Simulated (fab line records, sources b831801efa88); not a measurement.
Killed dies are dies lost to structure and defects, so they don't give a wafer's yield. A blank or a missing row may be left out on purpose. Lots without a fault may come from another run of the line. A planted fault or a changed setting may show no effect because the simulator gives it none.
fab line records | flow gf180mcu
record lots=10 wafers=30 last_day=34
route steps=602 shown V3@430 TOP_METAL@569 PASSIVATION@589
lots that met no fault: from a run of the same line without faults
start_h: hours from the record's first day to the start of the lot's first wafer shown | wait_h: hours since the lot's step before | " the same as in the row above | L1.1+2: a row that stands for several wafers | - no value, or no start given | * or withheld: withheld | < > ~ a bound
route shown NAME@n: a module of which the file shows steps, and the number in the route of the first | usual: mean/standard deviation of fault-free wafers | same: alike in all rows | chamber/n: place in a boat | sites: the reading at each site | _std_site: their standard deviation | _edge_site: outer sites' mean less inner sites' | radius_mm: how far each site lies from the wafer's centre | mask NAME#n: copy n | behind: the tool/chamber that last shaped the wafer | hold: why the lot was held/for how many hours/how that ended | device: the transistor (n, p or np) that didn't switch | end of line: the same wafers' tests at the end of the route | a step without rows: its recipe alone | killed: dies lost to structure and defects at the first sort, not the wafer's yield | map: a wafer's dies, x killed, . not, _ none there
set.NAME: the setting as run; set.NAME@STEP: as run at that earlier step | model.NAME: the simulator's own value behind a step, which no gauge read
steps of the route over a sample of lots; a table a step, a row a wafer
services: from which hour (start_h, from the record's first day; less than 0 if before it) a tool's chamber was out of use, for how many hours, and why
## steps
# step GF_V3_THK_MEAS_01
# recipe reads=SiO2_of_V3_CVD_00
# usual V3_CVD_00_THK=603/6.8
# columns lot.wafer tool chamber start_h wait_h V3_CVD_00_THK[nm]
L486.1 film_metro-02 - 487.03 0.0 603
L486.3 " - " " 589
L486.5 " - " " 593
L491.4 film_metro-04 - 531.91 0.0 598
L491.5 " - " " 603
L491.6 " - " " 611
L494.1 film_metro-02 - 562.54 0.0 598
L494.2 " - " " 606
L494.5 " - " " 601
L499.2 film_metro-04 - 605.02 0.0 612
L499.4 " - " " 617
L499.5 " - " " 606
L501.1 film_metro-02 - 618.92 0.0 604
L501.2 " - " " 608
L501.3 " - " " 606
L505.1 film_metro-03 - 645.51 0.0 595
L505.4 " - " " 595
L505.6 " - " " 588
L506.2 film_metro-04 - 654.24 0.0 609
L506.4 " - " " 603
L506.5 " - " " 605
L507.1 film_metro-02 - 659.58 0.0 602
L507.2 " - " " 607
L507.5 " - " " 610
L508.2 film_metro-02 - 664.82 0.0 590
L508.5 " - " " 594
L508.6 " - " " 601
L509.1 film_metro-02 - 675.75 0.0 596
L509.3 " - " " 599
L509.5 " - " " 594
# step GF_V3_CD_MEAS_14
# recipe target_cd_nm=260
# usual cd_nm=260.2/1.1
# columns lot.wafer tool chamber start_h wait_h cd_nm
L486.1 cd_sem-01 - 511.37 0.1 259.6
L486.3 " - " " 259.4
L486.5 " - " " 259.6
L491.4 cd_sem-02 - 555.48 0.1 258.4
L491.5 " - " " 258.8
L491.6 " - " " 258.2
L494.1 cd_sem-01 - 584.91 0.1 259.6
L494.2 " - " " 259.8
L494.5 " - " " 259.3
L499.2 cd_sem-01 - 626.53 0.1 258.8
L499.4 " - " " 260.8
L499.5 " - " " 259.8
L501.1 cd_sem-02 - 639.61 0.1 258.5
L501.2 " - " " 259.7
L501.3 " - " " 258.8
L505.1 cd_sem-01 - 665.00 0.2 259.9
L505.4 " - " " 260.1
L505.6 " - " " 261.8
L506.2 cd_sem-01 - 673.78 0.1 259.8
L506.4 " - " " 259.6
L506.5 " - " " 261.3
L507.1 cd_sem-01 - 677.76 0.1 260.5
L507.2 " - " " 260.3
L507.5 " - " " 261.2
L508.2 cd_sem-01 - 683.93 0.1 259.1
L508.5 " - " " 259.9
L508.6 " - " " 259.2
L509.1 cd_sem-02 - 695.10 0.1 262.4
L509.3 " - " " 261.7
L509.5 " - " " 261.5
# step GF_TOP_METAL_SPUTTER_02
# recipe material=AlCu target_thk_nm=900 power_w=10600 chamber_pressure_pa=0.3 substrate_temp_c=250 gas=Ar time_s=47.82
# usual throttle_valve_pct=30.0/0.88
# columns lot.wafer tool chamber start_h wait_h throttle_valve_pct
L486.1 pvd_sputter-04 - 629.42 0.0 29.9
L486.3 " - " " 30.7
L486.5 " - " " 30.3
L491.4 pvd_sputter-03 - 666.57 0.0 28.9
L491.5 " - " " 30.0
L491.6 " - " " 31.5
L494.1 pvd_sputter-03 - 691.62 0.0 28.8
L494.2 " - " " 30.1
L494.5 " - " " 31.6
L499.2 pvd_sputter-02 - 729.17 0.0 31.4
L499.4 " - " " 28.7
L499.5 " - " " 29.3
L501.1 pvd_sputter-02 - 740.48 0.0 29.6
L501.2 " - " " 31.0
L501.3 " - " " 28.7
L505.1 pvd_sputter-02 - 763.06 0.0 31.2
L505.4 " - " " 28.7
L505.6 " - " " 29.1
L506.2 pvd_sputter-02 - 769.55 0.0 29.8
L506.4 " - " " 28.8
L506.5 " - " " 29.1
L507.1 pvd_sputter-03 - 773.05 0.0 29.9
L507.2 " - " " 31.7
L507.5 " - " " 30.2
L508.2 pvd_sputter-04 - 778.28 0.0 29.6
L508.5 " - " " 30.7
L508.6 " - " " 30.2
L509.1 pvd_sputter-03 - 788.02 0.0 30.3
L509.3 " - " " 30.0
L509.5 " - " " 30.0
# step GF_TOP_METAL_RS_MEAS_05
# recipe thk_meas_gauge=four-point-probe reads=TiN_of_TOP_METAL_SPUTTER_04+Ti_of_TOP_METAL_SPUTTER_03+AlCu_of_TOP_METAL_SPUTTER_02+TiN_of_TOP_METAL_SPUTTER_01+Ti_of_TOP_METAL_SPUTTER_00
# usual TOP_METAL_ALCU_RS=0.03262/0.0003
# columns lot.wafer tool chamber start_h wait_h hold TOP_METAL_ALCU_RS[ohm/sq]
L486.1 film_metro-02 - 629.51 0.0 - 0.03296
L486.3 " - " " - 0.033
L486.5 " - " " - 0.0325
L491.4 film_metro-02 - 666.70 0.1 - 0.03247
L491.5 " - " " - 0.03296
L491.6 " - " " - 0.03266
L494.1 film_metro-04 - 691.71 0.0 await_dispo/0.2h/release 0.03286
L494.2 " - " " await_dispo/0.2h/release 0.0366
L494.5 " - " " await_dispo/0.2h/release 0.03295
L494.1 film_metro-04 - 692.00 0.3 - 0.03283
L494.2 " - " " - 0.03666
L494.5 " - " " - 0.03287
L499.2 film_metro-04 - 729.28 0.0 - 0.03216
L499.4 " - " " - 0.03273
L499.5 " - " " - 0.0326
L501.1 film_metro-01 - 740.57 0.0 - 0.03262
L501.2 " - " " - 0.03246
L501.3 " - " " - 0.03263
L505.1 film_metro-02 - 763.15 0.0 - 0.03265
L505.4 " - " " - 0.03299
L505.6 " - " " - 0.0328
L506.2 film_metro-02 - 769.66 0.0 - 0.03262
L506.4 " - " " - 0.03257
L506.5 " - " " - 0.03232
L507.1 film_metro-02 - 773.14 0.0 - 0.03211
L507.2 " - " " - 0.03218
L507.5 " - " " - 0.03228
L508.2 film_metro-02 - 778.39 0.0 - 0.03292
L508.5 " - " " - 0.0329
L508.6 " - " " - 0.03291
L509.1 film_metro-04 - 788.11 0.0 - 0.03207
L509.3 " - " " - 0.03207
L509.5 " - " " - 0.03237
# step GF_TOP_METAL_THK_MEAS_06
# recipe thk_meas_gauge=xrf reads=AlCu_of_TOP_METAL_SPUTTER_02
# usual TOP_METAL_ALCU_THK=914/9.7
# columns lot.wafer tool chamber start_h wait_h hold TOP_METAL_ALCU_THK[nm]
L486.1 film_metro-02 - 629.63 0.1 - 905
L486.3 " - " " - 901
L486.5 " - " " - 917
L491.4 film_metro-02 - 666.79 0.1 - 919
L491.5 " - " " - 908
L491.6 " - " " - 914
L494.1 film_metro-04 - 712.43 20.4 await_dispo/0.2h/release 898
L494.2 " - " " await_dispo/0.2h/release 811
L494.5 " - " " await_dispo/0.2h/release 901
L494.1 film_metro-04 - 712.66 0.2 - 892
L494.2 " - " " - 808
L494.5 " - " " - 896
L499.2 film_metro-04 - 729.39 0.1 - 921
L499.4 " - " " - 909
L499.5 " - " " - 908
L501.1 film_metro-01 - 740.69 0.1 - 912
L501.2 " - " " - 918
L501.3 " - " " - 917
L505.1 film_metro-02 - 763.27 0.1 - 919
L505.4 " - " " - 906
L505.6 " - " " - 909
L506.2 film_metro-02 - 769.77 0.1 - 912
L506.4 " - " " - 914
L506.5 " - " " - 920
L507.1 film_metro-02 - 773.26 0.1 - 924
L507.2 " - " " - 927
L507.5 " - " " - 926
L508.2 film_metro-02 - 778.50 0.1 - 908
L508.5 " - " " - 911
L508.6 " - " " - 912
L509.1 film_metro-04 - 788.23 0.1 - 921
L509.3 " - " " - 919
L509.5 " - " " - 913
# step GF_TOP_METAL_METAL_ETCH_16
# recipe chemistry=Cl2/BCl3 mask_material=NOVOLAK target_depth_nm=1077.5 stop_on=SiO2 pressure_mtorr=8 icp_w=800 bias_w=135.2 Cl2_flow_sccm=80 bcl3_flow_sccm=40 time_s=179.6
# usual drypump_motor_current_A=5.9/0.4 oes_product_au=0.968/0.0067 rf_fwd_power_W=796.4/2.5 throttle_valve_pct=28.254/0.01
# same time_s=179.6
# columns lot.wafer tool chamber start_h wait_h drypump_motor_current_A oes_product_au rf_fwd_power_W rf_hours_counter_h throttle_valve_pct
L486.1 rie_metal-01 0 649.16 0.0 5.7 0.967 798.8 6 28.258
L486.3 " 0 " " 5.6 0.963 798.4 - 28.261
L486.5 " 0 " " 5.7 0.966 797.3 - 28.259
L491.4 rie_metal-04 0 685.95 0.1 5.8 0.965 797.8 - 28.244
L491.5 " 0 " " 5.8 0.968 795.8 - 28.274
L491.6 " 1 " " 6.2 0.967 797.3 - 28.259
L494.1 rie_metal-04 1 718.56 0.0 6.2 0.964 799.1 10 28.255
L494.2 " 0 " " 5.8 0.910 797.0 2 28.323
L494.5 " 1 " " 6.2 0.956 796.1 - 28.249
L499.2 rie_metal-02 0 746.81 0.0 6.3 0.968 792.7 13 28.246
L499.4 " 1 " " 5.2 0.968 794.1 - 28.256
L499.5 " 1 " " 5.2 0.966 793.7 - 28.252
L501.1 rie_metal-02 0 757.26 0.0 6.4 0.962 796.3 14 28.254
L501.2 " 1 " " 5.2 0.967 798.3 3 28.248
L501.3 " 0 " " 6.3 0.971 796.3 - 28.269
L505.1 rie_metal-01 0 778.48 0.0 5.7 0.964 798.8 12 28.275
L505.4 " 0 " " 5.7 0.964 798.3 - 28.247
L505.6 " 0 " " 5.7 0.955 798.0 - 28.257
L506.2 rie_metal-01 0 785.46 0.0 5.7 0.967 798.0 12 28.262
L506.4 " 0 " " 5.7 0.968 801.4 - 28.268
L506.5 " 0 " " 5.7 0.966 799.0 - 28.263
L507.1 rie_metal-01 1 789.03 0.0 6.1 0.974 795.3 7 28.254
L507.2 " 0 " " 5.7 0.971 797.1 12 28.239
L507.5 " 0 " " 5.7 0.978 794.9 - 28.262
L508.2 rie_metal-04 1 793.53 0.0 6.2 0.976 798.3 14 28.273
L508.5 " 0 " " 5.7 0.965 798.5 - 28.257
L508.6 " 1 " " 6.2 0.967 795.8 - 28.247
L509.1 rie_metal-01 1 803.14 0.0 6.1 0.971 792.8 7 28.233
L509.3 " 0 " " 5.7 0.973 799.7 - 28.254
L509.5 " 0 " " 5.7 0.961 797.6 - 28.255
# step GF_PASSIVATION_CVD_02
# recipe material=Si3N4 target_thk_nm=700 time_s=486.18 temp_c=400 rf_w=450
# usual heater_power_w=756/130 rf_fwd_power_W=449.6/1.4
# same time_s=486.18
# columns lot.wafer tool chamber start_h wait_h heater_power_w rf_fwd_power_W
L486.1 pecvd-01 0 650.03 0.1 691 448.1
L486.3 " 2 " " 861 448.2
L486.5 " 0 " " 707 449.3
L491.4 pecvd-02 1 686.91 0.2 798 446.5
L491.5 " 0 " " 652 450.1
L491.6 " 2 " " 777 450.0
L494.1 pecvd-03 1 720.19 0.1 877 446.9
L494.2 " 0 " " 678 447.1
L494.5 " 0 " " 554 448.3
L499.2 pecvd-03 1 747.65 0.0 833 447.0
L499.4 " 0 " " 617 448.9
L499.5 " 1 " " 840 449.6
L501.1 pecvd-03 1 758.10 0.1 866 448.9
L501.2 " 2 " " 907 448.0
L501.3 " 0 " " 656 449.7
L505.1 pecvd-03 0 779.39 0.1 669 451.5
L505.4 " 2 " " 765 449.8
L505.6 " 0 " " 560 449.6
L506.2 pecvd-02 2 786.30 0.0 714 450.0
L506.4 " 0 " " 695 449.9
L506.5 " 2 " " 749 451.3
L507.1 pecvd-01 2 789.87 0.1 998 451.5
L507.2 " 1 " " 729 449.0
L507.5 " 1 " " 577 448.2
L508.2 pecvd-03 1 794.41 0.0 782 451.2
L508.5 " 2 " " 924 449.4
L508.6 " 1 " " 827 449.6
L509.1 pecvd-01 1 804.01 0.1 609 447.8
L509.3 " 0 " " 641 450.9
L509.5 " 0 " " 675 449.8
## services
# columns tool chamber start_h hours kind
rie_metal-01 1 610.88 - clean
rie_metal-01 1 610.88 18.2 scheduled_down
rie_metal-01 1 610.88 18.2 vent_cycle
pvd_sputter-02 2 611.80 - consumable_replace:kit
pvd_sputter-02 2 611.80 18.0 scheduled_down
pvd_sputter-02 2 611.80 18.0 vent_cycle
pecvd-02 - 615.69 0.7 repair
pvd_sputter-02 - 620.32 12.1 repair
pvd_sputter-02 - 632.60 5.7 repair
pecvd-01 - 645.12 2.8 pm
pvd_sputter-03 0 665.89 - consumable_replace:kit
pvd_sputter-03 0 665.89 18.0 scheduled_down
pvd_sputter-03 0 665.89 18.0 vent_cycle
rie_metal-04 - 684.68 0.3 repair
pecvd-03 - 731.44 14.6 pm
pecvd-01 0 764.38 6.0 repair
pvd_sputter-03 3 765.59 - consumable_replace:kit
pvd_sputter-03 3 765.59 18.0 scheduled_down
pvd_sputter-03 3 765.59 18.0 vent_cycle
pvd_sputter-03 - 769.73 0.9 repair
pecvd-01 - 773.65 0.7 repair
pvd_sputter-02 - 791.39 1.6 repair
pecvd-02 - 799.38 14.0 pm
pvd_sputter-04 - 802.44 3.5 repair
## key
first_sign step=GF_TOP_METAL_RS_MEAS_05 reading=visit direction=added
effect step=GF_TOP_METAL_RS_MEAS_05 reading=TOP_METAL_ALCU_RS direction=up sigmas=13 usual=0.03262 struck=0.0366
effect step=GF_TOP_METAL_THK_MEAS_06 reading=visit direction=added
effect step=GF_TOP_METAL_THK_MEAS_06 reading=TOP_METAL_ALCU_THK direction=down sigmas=11 usual=914 struck=811
effect step=GF_TOP_METAL_METAL_ETCH_16 reading=oes_product_au direction=down sigmas=8.6 usual=0.968 struck=0.910
met_at GF_TOP_METAL_SPUTTER_02
struck_lots L494
struck_wafers L494.2
not_acting_at GF_V3_THK_MEAS_01,GF_V3_CD_MEAS_14,GF_PASSIVATION_CVD_02
fault kind=process_parameter_drift tool=pvd_sputter-03 chamber=- onset_h=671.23 steps=GF_TOP_METAL_SPUTTER_02 channel=time_s offset=* shape=step end_h=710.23 acts_in=* stated=* scope=struck_wafers_only
